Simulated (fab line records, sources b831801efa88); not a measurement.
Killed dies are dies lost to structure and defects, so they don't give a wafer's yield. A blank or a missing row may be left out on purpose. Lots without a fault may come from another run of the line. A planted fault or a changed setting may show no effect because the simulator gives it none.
fab line records | flow sky130
record lots=12 wafers=35 last_day=50
route steps=708 shown POLY_CUT@317 SD_P@359 LI_CONTACT@383 CONTACT@409 PAD_OPEN@708
lots that met no fault: from a run of the same line without faults
start_h: hours from the record's first day to the start of the lot's first wafer shown | wait_h: hours since the lot's step before | " the same as in the row above | L1.1+2: a row that stands for several wafers | - no value, or no start given | * or withheld: withheld | < > ~ a bound
route shown NAME@n: a module of which the file shows steps, and the number in the route of the first | usual: mean/standard deviation of fault-free wafers | same: alike in all rows | chamber/n: place in a boat | sites: the reading at each site | _std_site: their standard deviation | _edge_site: outer sites' mean less inner sites' | radius_mm: how far each site lies from the wafer's centre | mask NAME#n: copy n | behind: the tool/chamber that last shaped the wafer | hold: why the lot was held/for how many hours/how that ended | device: the transistor (n, p or np) that didn't switch | end of line: the same wafers' tests at the end of the route | a step without rows: its recipe alone | killed: dies lost to structure and defects at the first sort, not the wafer's yield | map: a wafer's dies, x killed, . not, _ none there
set.NAME: the setting as run; set.NAME@STEP: as run at that earlier step | model.NAME: the simulator's own value behind a step, which no gauge read
steps of the route over a sample of lots; a table a step, a row a wafer
services: from which hour (start_h, from the record's first day; less than 0 if before it) a tool's chamber was out of use, for how many hours, and why
## steps
# step SKY_POLY_CUT_ETCH_10
# recipe chemistry=N2/H2 target=BARC ion_energy_ev=200 source_w=500 bias_w=100 pressure_mtorr=30 n2_flow_sccm=100 h2_flow_sccm=200 stop_on=SiO2 time_s=45.9 target_depth_a=600
# usual drypump_motor_current_A=5.7/0.57 oes_product_au=0.855/0.0047 throttle_valve_pct=13.224/0.0085
# columns lot.wafer tool chamber start_h wait_h drypump_motor_current_A oes_product_au rf_hours_counter_h throttle_valve_pct
L863.1 rie_diel-04 2 553.66 0.0 6.6 0.859 2 13.234
L863.4 " 0 " " 4.8 0.861 10 13.239
L863.6 " 1 " " 5.6 0.849 - 13.225
L864.1 rie_diel-04 1 564.88 0.0 5.6 0.855 4 13.228
L864.2 " 3 " " 5.9 0.861 1 13.236
L864.6 " 1 " " 5.6 0.855 - 13.227
L871.2 rie_diel-02 0 632.06 0.0 5.8 0.853 4 13.202
L871.5 " 1 " " 5.4 0.853 - 13.230
L874.1 rie_diel-02 2 660.73 0.0 5.7 0.845 10 13.212
L874.4 " 2 " " 5.7 0.853 - 13.234
L874.6 " 1 " " 5.4 0.863 - 13.214
L876.2 rie_diel-02 1 675.83 0.0 5.4 0.858 67 13.217
L876.5 " 3 " " 5.1 0.852 - 13.244
L876.6 " 2 " " 5.6 0.862 - 13.230
L878.2 rie_diel-02 3 682.85 0.0 5.1 0.843 14 13.228
L878.5 " 3 " " 5.1 0.843 - 13.221
L878.6 " 1 " " 5.4 0.861 - 13.225
L880.2 rie_diel-04 2 698.96 0.0 6.7 0.858 4 13.222
L880.3 " 0 " " 4.8 0.852 12 13.227
L880.5 " 0 " " 4.8 0.855 - 13.217
L882.2 rie_diel-01 1 721.91 0.0 6.1 0.852 20 13.238
L882.5 " 3 " " 5.5 0.858 - 13.231
L882.6 " 0 " " 5.4 0.863 - 13.243
L883.2 rie_diel-04 1 727.78 0.0 5.6 0.856 7 13.213
L883.3 " 0 " " 4.8 0.857 13 13.219
L883.4 " 2 " " 6.6 0.855 5 13.235
L884.4 rie_diel-04 1 730.10 0.0 5.6 0.857 8 13.211
L884.5 " 2 " " 6.6 0.847 - 13.216
L884.6 " 3 " " 5.9 0.858 - 13.210
L885.1 rie_diel-01 1 735.43 0.0 6.2 0.844 21 13.227
L885.3 " 2 " " 6.4 0.855 18 13.217
L885.5 " 2 " " 6.4 0.847 - 13.217
L886.1 rie_diel-04 3 749.70 0.0 5.8 0.858 4 13.215
L886.2 " 1 " " 5.6 0.844 8 13.227
L886.5 " 3 " " 5.9 0.847 - 13.223
# step SKY_SD_N_RS_MEAS_17
# recipe thk_meas_gauge=four-point-probe
# usual SD_P_RS=147.0/0.36
# columns lot.wafer tool chamber start_h wait_h SD_P_RS[ohm/sq]
L863.1 film_metro-03 - 642.54 0.1 146.9
L863.4 " - " " 147.1
L863.6 " - " " 147.2
L864.1 film_metro-04 - 652.12 0.1 147.4
L864.2 " - " " 147.5
L864.6 " - " " 147.5
L871.2 film_metro-03 - 718.59 0.1 147.4
L871.5 " - " " 147.4
L874.1 film_metro-04 - 745.87 0.1 146.8
L874.4 " - " " 147.0
L874.6 " - " " 146.3
L876.2 film_metro-02 - 759.94 0.1 147.2
L876.5 " - " " 147.0
L876.6 " - " " 147.0
L878.2 film_metro-02 - 766.27 0.1 147.3
L878.5 " - " " 147.4
L878.6 " - " " 147.1
L880.2 film_metro-04 - 783.92 0.1 146.9
L880.3 " - " " 147.0
L880.5 " - " " 147.0
L882.2 film_metro-04 - 804.53 0.1 146.1
L882.5 " - " " 146.5
L882.6 " - " " 147.0
L883.2 film_metro-04 - 809.74 0.1 146.8
L883.3 " - " " 146.5
L883.4 " - " " 146.9
L884.4 film_metro-02 - 811.78 0.1 147.1
L884.5 " - " " 146.9
L884.6 " - " " 147.0
L885.1 film_metro-03 - 816.37 0.1 146.7
L885.3 " - " " 147.3
L885.5 " - " " 146.8
L886.1 film_metro-03 - 830.66 0.1 147.6
L886.2 " - " " 147.6
L886.5 " - " " 147.2
# step SKY_LI_CONTACT_CVD_21
# recipe material=W target_thk_nm=400 time_s=120.56 temp_c=400 pressure_torr=40
# usual heater_power_w=750/59
# columns lot.wafer tool chamber start_h wait_h heater_power_w
L863.1 cvd_w-02 0 672.64 0.0 681
L863.4 " 1 " " 790
L863.6 " 0 " " 694
L864.1 cvd_w-02 1 681.82 0.0 792
L864.2 " 0 " " 676
L864.6 " 0 " " 677
L871.2 cvd_w-01 1 747.26 0.0 700
L871.5 " 0 " " 808
L874.1 cvd_w-01 1 774.17 0.0 703
L874.4 " 0 " " 814
L874.6 " 1 " " 692
L876.2 cvd_w-02 1 787.57 0.0 790
L876.5 " 0 " " 677
L876.6 " 1 " " 786
L878.2 cvd_w-02 0 793.69 0.0 679
L878.5 " 0 " " 657
L878.6 " 1 " " 801
L880.2 cvd_w-02 0 811.62 0.0 689
L880.3 " 1 " " 795
L880.5 " 0 " " 678
L882.2 cvd_w-01 1 832.69 0.0 717
L882.5 " 1 " " 699
L882.6 " 0 " " 821
L883.2 cvd_w-01 0 837.76 0.0 809
L883.3 " 0 " " 826
L883.4 " 1 " " 707
L884.4 cvd_w-01 1 840.50 0.1 711
L884.5 " 0 " " 818
L884.6 " 1 " " 723
L885.1 cvd_w-02 0 844.45 0.0 689
L885.3 " 0 " " 699
L885.5 " 1 " " 793
L886.1 cvd_w-02 1 858.06 0.0 818
L886.2 " 0 " " 692
L886.5 " 1 " " 799
# step SKY_LI_CONTACT_RS_MEAS_22
# recipe thk_meas_gauge=four-point-probe reads=W_of_LI_CONTACT_CVD_21+TiN_of_LI_CONTACT_SPUTTER_20+Ti_of_LI_CONTACT_SPUTTER_19
# usual LI_CONTACT_W_RS=0.2850/0.0027
# columns lot.wafer tool chamber start_h wait_h LI_CONTACT_W_RS[ohm/sq]
L863.1 film_metro-02 - 672.77 0.1 0.2796
L863.4 " - " " 0.2828
L863.6 " - " " 0.2820
L864.1 film_metro-04 - 681.94 0.1 0.2850
L864.2 " - " " 0.2826
L864.6 " - " " 0.2823
L871.2 film_metro-04 - 747.41 0.1 0.2843
L871.5 " - " " 0.2590
L874.1 film_metro-02 - 774.29 0.1 0.2610
L874.4 " - " " 0.2851
L874.6 " - " " 0.2870
L876.2 film_metro-03 - 787.71 0.1 0.2860
L876.5 " - " " 0.2841
L876.6 " - " " 0.2876
L878.2 film_metro-02 - 793.84 0.1 0.2827
L878.5 " - " " 0.2820
L878.6 " - " " 0.2891
L880.2 film_metro-03 - 811.76 0.1 0.2883
L880.3 " - " " 0.2878
L880.5 " - " " 0.2875
L882.2 film_metro-04 - 832.84 0.1 0.2848
L882.5 " - " " 0.2871
L882.6 " - " " 0.2834
L883.2 film_metro-03 - 837.91 0.1 0.2857
L883.3 " - " " 0.2838
L883.4 " - " " 0.2866
L884.4 film_metro-04 - 840.65 0.1 0.2885
L884.5 " - " " 0.2843
L884.6 " - " " 0.2894
L885.1 film_metro-02 - 844.58 0.1 0.2819
L885.3 " - " " 0.2825
L885.5 " - " " 0.2858
L886.1 film_metro-04 - 858.19 0.1 0.2888
L886.2 " - " " 0.2894
L886.5 " - " " 0.2873
# step SKY_LI_CONTACT_THK_MEAS_23
# recipe thk_meas_gauge=xrf reads=W_of_LI_CONTACT_CVD_21
# usual LI_CONTACT_W_THK=397/5.9
# columns lot.wafer tool chamber start_h wait_h LI_CONTACT_W_THK[nm]
L863.1 film_metro-02 - 672.89 0.1 403
L863.4 " - " " 400
L863.6 " - " " 403
L864.1 film_metro-04 - 682.06 0.1 392
L864.2 " - " " 396
L864.6 " - " " 398
L871.2 film_metro-04 - 747.52 0.1 393
L871.5 " - " " 433
L874.1 film_metro-02 - 774.41 0.1 434
L874.4 " - " " 399
L874.6 " - " " 395
L876.2 film_metro-03 - 787.82 0.1 404
L876.5 " - " " 407
L876.6 " - " " 400
L878.2 film_metro-02 - 793.95 0.1 401
L878.5 " - " " 401
L878.6 " - " " 393
L880.2 film_metro-03 - 811.87 0.1 398
L880.3 " - " " 402
L880.5 " - " " 402
L882.2 film_metro-04 - 832.95 0.1 393
L882.5 " - " " 391
L882.6 " - " " 395
L883.2 film_metro-03 - 838.02 0.1 403
L883.3 " - " " 407
L883.4 " - " " 400
L884.4 film_metro-04 - 840.74 0.1 390
L884.5 " - " " 394
L884.6 " - " " 390
L885.1 film_metro-02 - 844.70 0.1 400
L885.3 " - " " 403
L885.5 " - " " 396
L886.1 film_metro-04 - 858.31 0.1 392
L886.2 " - " " 390
L886.5 " - " " 394
# step SKY_CONTACT_THK_MEAS_03
# recipe reads=SiO2_of_CONTACT_HDPCVD_02
# usual CONTACT_HDPCVD_THK=565/7.1
# columns lot.wafer tool chamber start_h wait_h CONTACT_HDPCVD_THK[nm]
L863.1 film_metro-01 - 702.49 0.0 572
L863.4 " - " " 577
L863.6 " - " " 565
L864.1 film_metro-01 - 711.51 0.0 566
L864.2 " - " " 576
L864.6 " - " " 568
L871.2 film_metro-02 - 775.41 0.0 556
L871.5 " - " " 552
L874.1 film_metro-01 - 802.35 0.0 571
L874.4 " - " " 561
L874.6 " - " " 575
L876.2 film_metro-03 - 815.91 0.0 567
L876.5 " - " " 573
L876.6 " - " " 564
L878.2 film_metro-03 - 822.47 0.0 565
L878.5 " - " " 565
L878.6 " - " " 571
L880.2 film_metro-01 - 840.76 0.0 569
L880.3 " - " " 570
L880.5 " - " " 563
L882.2 film_metro-01 - 860.98 0.0 551
L882.5 " - " " 560
L882.6 " - " " 572
L883.2 film_metro-01 - 865.45 0.0 560
L883.3 " - " " 563
L883.4 " - " " 568
L884.4 film_metro-02 - 867.54 0.0 566
L884.5 " - " " 568
L884.6 " - " " 566
L885.1 film_metro-01 - 871.46 0.0 556
L885.3 " - " " 564
L885.5 " - " " 570
L886.1 film_metro-01 - 885.13 0.0 576
L886.2 " - " " 559
L886.5 " - " " 567
# step SKY_PAD_OPEN_PROBE_99
# usual killed_at_M0_to_M3=43/7.7 killed_at_M4_up=3.1/1.7 killed_at_contacts=23/4.8 killed_at_front_end=15/4.5 killed_at_other=0.3/0.58 killed_dies=85/10 killed_open=46/7.5 killed_short=38/6.5
# same gross_dies=492 killed_at_back_side=0
# columns lot.wafer tool chamber start_h wait_h killed_at_M0_to_M3 killed_at_M4_up killed_at_contacts killed_at_front_end killed_at_other killed_dies killed_open killed_short
L864.1 prober-01 - 1078.09 0.1 54 5 20 17 0 96 45 51
L864.2 prober-01 - 1078.14 0.1 47 5 26 10 0 88 55 33
L864.6 prober-01 - 1078.34 0.2 62 2 22 17 0 103 51 52
L871.2 prober-01 - 1129.23 0.1 46 3 24 10 0 83 48 35
L871.5 prober-01 - 1129.38 0.2 61 3 18 10 0 92 46 46
L874.1 prober-01 - 1146.51 0.1 32 7 25 16 0 80 40 40
L874.4 prober-01 - 1146.66 0.2 36 5 21 12 0 74 43 31
L874.6 prober-01 - 1146.76 0.2 45 4 24 14 0 87 44 43
L876.2 prober-01 - 1157.80 0.1 32 2 17 7 1 59 38 21
L876.5 prober-01 - 1157.95 0.2 58 3 21 15 0 97 63 34
L876.6 prober-01 - 1158.00 0.2 47 2 20 10 0 79 41 38
# killed by level:class
L864.1 VIA1:geometric_particle:open=15 CONTACT:geometric_particle:short=8 VIA1:geometric_particle:short=7 METAL2:geometric_particle:short=6 FIELD_ISO:geometric_particle:open=5 POLY_GATE:geometric_particle:short=5 CONTACT:geometric_particle:open=5 METAL1:geometric_particle:short=5
L864.2 VIA1:geometric_particle:open=13 LI_CONTACT:geometric_particle:open=9 VIA1:geometric_particle:short=8 VIA2:geometric_particle:open=7 VIA3:geometric_particle:open=7 CONTACT:geometric_particle:open=6 FIELD_ISO:geometric_particle:open=5 LI_CONTACT:geometric_particle:short=5
L864.6 VIA3:geometric_particle:open=14 VIA1:geometric_particle:open=8 CONTACT:geometric_particle:open=7 METAL2:geometric_particle:short=7 VIA1:geometric_particle:short=7 VIA2:geometric_particle:open=7 FIELD_ISO:geometric_particle:short=6 LI_CONTACT:geometric_particle:open=6
L871.2 CONTACT:geometric_particle:open=10 METAL2:geometric_particle:short=8 VIA3:geometric_particle:open=8 VIA1:geometric_particle:open=7 METAL1:geometric_particle:short=5 VIA2:geometric_particle:open=4 POLY_GATE:geometric_particle:open=4 LI_CONTACT:geometric_particle:open=4
L871.5 VIA1:geometric_particle:open=13 METAL1:geometric_particle:short=9 CONTACT:geometric_particle:open=9 METAL2:geometric_particle:short=8 VIA3:geometric_particle:open=7 METAL3:geometric_particle:short=5 CONTACT:geometric_particle:short=5 VIA1:geometric_particle:short=5
L874.1 VIA1:geometric_particle:open=9 LI_CONTACT:geometric_particle:open=7 LOCAL_INTERCONNECT:geometric_particle:short=6 METAL1:geometric_particle:short=6 CONTACT:geometric_particle:open=6 VIA1:geometric_particle:short=6 FIELD_ISO:geometric_particle:short=5 METAL4:geometric_particle:short=5
L874.4 CONTACT:geometric_particle:open=9 VIA2:geometric_particle:open=7 VIA1:geometric_particle:open=6 VIA3:geometric_particle:open=6 POLY_GATE:geometric_particle:open=5 CONTACT:geometric_particle:short=5 METAL1:geometric_particle:short=5 VIA1:geometric_particle:short=5
L874.6 METAL1:geometric_particle:short=11 VIA1:geometric_particle:open=11 VIA2:geometric_particle:open=7 FIELD_ISO:geometric_particle:short=6 LI_CONTACT:geometric_particle:open=6 CONTACT:geometric_particle:short=6 CONTACT:geometric_particle:open=6 LOCAL_INTERCONNECT:geometric_particle:short=4
L876.2 VIA2:geometric_particle:open=9 METAL1:geometric_particle:short=8 LI_CONTACT:geometric_particle:open=6 CONTACT:geometric_particle:open=6 VIA1:geometric_particle:open=4 VIA3:geometric_particle:open=3 METAL2:geometric_particle:short=3 FIELD_ISO:geometric_particle:open=2
L876.5 VIA1:geometric_particle:open=15 LI_CONTACT:geometric_particle:open=11 VIA2:geometric_particle:open=11 VIA1:geometric_particle:short=10 CONTACT:geometric_particle:open=6 METAL1:geometric_particle:short=6 FIELD_ISO:geometric_particle:open=5 POLY_GATE:geometric_particle:open=5
L876.6 VIA1:geometric_particle:open=12 LI_CONTACT:geometric_particle:open=8 VIA1:geometric_particle:short=6 VIA2:geometric_particle:open=6 METAL1:geometric_particle:short=5 FIELD_ISO:geometric_particle:short=4 CONTACT:geometric_particle:open=4 METAL2:geometric_particle:short=4
## services
# columns tool chamber start_h hours kind
rie_diel-04 2 535.50 3.8 repair
rie_diel-02 3 553.03 5.9 repair
rie_diel-01 3 556.83 1.4 repair
rie_diel-01 3 567.69 21.2 repair
rie_diel-04 - 573.06 0.4 repair
rie_diel-01 0 585.98 5.8 repair
rie_diel-01 1 586.90 9.4 repair
rie_diel-01 - 617.45 2.8 pm
cvd_w-01 - 632.25 0.9 repair
rie_diel-02 0 645.13 132.0 repair
rie_diel-02 2 653.38 5.6 repair
rie_diel-04 1 668.75 7.0 repair
rie_diel-02 3 669.21 1.9 repair
rie_diel-01 - 704.60 0.2 repair
cvd_w-01 - 717.89 6.9 pm
rie_diel-04 0 759.84 5.6 repair
rie_diel-02 1 777.06 2.8 repair
rie_diel-02 1 779.86 - clean
rie_diel-02 1 779.86 26.6 scheduled_down
rie_diel-02 1 779.86 26.6 vent_cycle
rie_diel-01 3 789.33 13.5 repair
rie_diel-02 - 829.29 2.8 pm
rie_diel-02 1 848.22 6.2 repair
## key
first_sign step=SKY_LI_CONTACT_RS_MEAS_22 reading=LI_CONTACT_W_RS direction=down sigmas=9.2 usual=0.2850 struck=0.2600
effect step=SKY_LI_CONTACT_THK_MEAS_23 reading=LI_CONTACT_W_THK direction=up sigmas=6.1 usual=397 struck=434
met_at SKY_LI_CONTACT_CVD_21
struck_lots L871,L874
struck_wafers L871.5,L874.1
tester_left_out L871,L874
not_acting_at SKY_POLY_CUT_ETCH_10,SKY_SD_N_RS_MEAS_17,SKY_CONTACT_THK_MEAS_03
fault kind=process_parameter_drift tool=cvd_w-01 chamber=- onset_h=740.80 steps=SKY_LI_CONTACT_CVD_21 channel=target_thk_nm offset=35.273 shape=step end_h=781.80 scope=struck_wafers_only acts_in=these_recipes_only stated=400
# tester_left_out: of these lots the tester's yield and bins aren't shown, on N5 and GAA mostly nor the transistor test; their killed dies are dies lost to structure and defects alone, not to doping, threshold or leakage, so they don't give the yield
